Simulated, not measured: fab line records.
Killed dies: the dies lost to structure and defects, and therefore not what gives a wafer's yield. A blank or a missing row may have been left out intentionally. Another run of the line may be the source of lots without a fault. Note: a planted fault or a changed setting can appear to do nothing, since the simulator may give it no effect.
Comparing a struck lot with a sound one -- flow sky130 -- 15 steps out of a route of 708
Sound: wafers L606.1, L606.2, L606.6. The struck wafers were L628.3, L628.4, L628.5. The cause is named last.
At each step with rows: each side's tool, then ch and its chambers, then its first start. Under that, the readings that differ: sound wafers -- struck wafers -- difference of the means -- sigmas: that difference in standard deviations of wafers without a fault.
alike: same words and numbers on both sides, and readings whose means sit less than 2 such deviations apart. not compared: any withheld reading, any reading some wafer has no value for, any bound like >300 that may hide the same value, and any number with overlapping values for which the record gives no deviation.
The two part at a step that has a row with sigmas, a row that says differs or no value, or rows on one side only. Non-overlapping numbers with no deviation appear without sigmas and do not part them. Lack of a reading on every wafer of one side parts them only where that side has two or more wafers.

first, 2 steps without rows for these wafers: SKY_NWELL_PEB_08; SKY_NWELL_DEVELOP_09 (develop time 60 s).
SKY_NWELL_OVL_MEAS_10:
  sound: overlay-01 at day 4 10:56; struck: overlay-01 at day 9 20:44
  alike: NWELL_00_OVL
then, 3 steps without rows for these wafers: SKY_NWELL_IMPLANT_11; SKY_NWELL_IMPLANT_12; SKY_NWELL_IMPLANT_13.
SKY_NWELL_STRIP_14: strips in O2/N2.
  sound on plasmaAsher-02 ch 0,1, day 4 11:25; struck on plasmaAsher-03 ch 0,1, day 9 21:15
  alike: drypumpMotorCurrentA, oesProductAu, stripTimeToEndpointS
  not compared: rfHoursCounterH
SKY_NWELL_TW_MEAS_15:
  sound: filmMetro-02 at day 4 11:31; struck: filmMetro-01 at day 9 21:20
  alike: NWELL_TW
then, 4 steps without rows for these wafers: SKY_NWELL_DEHYDRATE_16 (time 60 s); SKY_NWELL_HMDS_17 (prime time 60 s); SKY_NWELL_COAT_18 (resist thk 3000 nm); SKY_NWELL_SOFTBAKE_19.
SKY_NWELL_EXPOSE_20: exposes mask NWM COMPLEMENT, target cd 840 nm.
  sound on ilineStepper-02 ch 0, day 4 20:23; struck on ilineStepper-02 ch 0, day 10 08:48
reading,sound,struck,difference,sigmas
mask,NWM_COMPLEMENT#0 NWM_COMPLEMENT#0 NWM_COMPLEMENT#0,NWM_COMPLEMENT_R1#0 NWM_COMPLEMENT_R1#0 NWM_COMPLEMENT_R1#0,differs,
  alike: focusOffsetNm
following that, these wafers have no rows for 1 step: SKY_NWELL_PEB_21.
-- the record jumps here: 40 days lie between the struck wafers' starts before and after (it left off in module NWELL and takes up again in module PAD_OPEN, whose first step shown is number 708 of the route) --
SKY_PAD_OPEN_PROBE_99:
  sound: prober-02 at day 45 13:09; struck: prober-02 at day 50 16:07
reading,sound,struck,difference,sigmas
model.etest.pfet_16v.rOnOhmUm,1.528e+04 1.544e+04 1.553e+04,1.656e+04 1.626e+04 1.634e+04,+9.700e+02,
model.etest.nfet_16v.rOnOhmUm,1.392e+04 1.416e+04 1.432e+04,1.348e+04 1.354e+04 1.348e+04,-6.333e+02,
model.etest.resIsoPwell.widthNm (nm),2647 2661 2655,2549 2559 2546,-103,
model.etest.resNwell.widthNm (nm),842 838.8 837.8,873.4 867.4 870.1,+30.8,
model.etest.pfet_16v.driveUaUm,245.8 245.3 243.3,223.6 226.2 225.3,-19.8,
  alike: killed_at_M0_to_M3, killed_at_M4_up, killedAtContacts, killedAtFrontEnd, killedAtOther, killedDies, killedOpen, killedShort

## WHERE THEY PART
SKY_NWELL_EXPOSE_20 only, going by this record. Later steps at which nothing parts them and some readings are alike: SKY_PAD_OPEN_PROBE_99.

WHY: what the simulator had put in
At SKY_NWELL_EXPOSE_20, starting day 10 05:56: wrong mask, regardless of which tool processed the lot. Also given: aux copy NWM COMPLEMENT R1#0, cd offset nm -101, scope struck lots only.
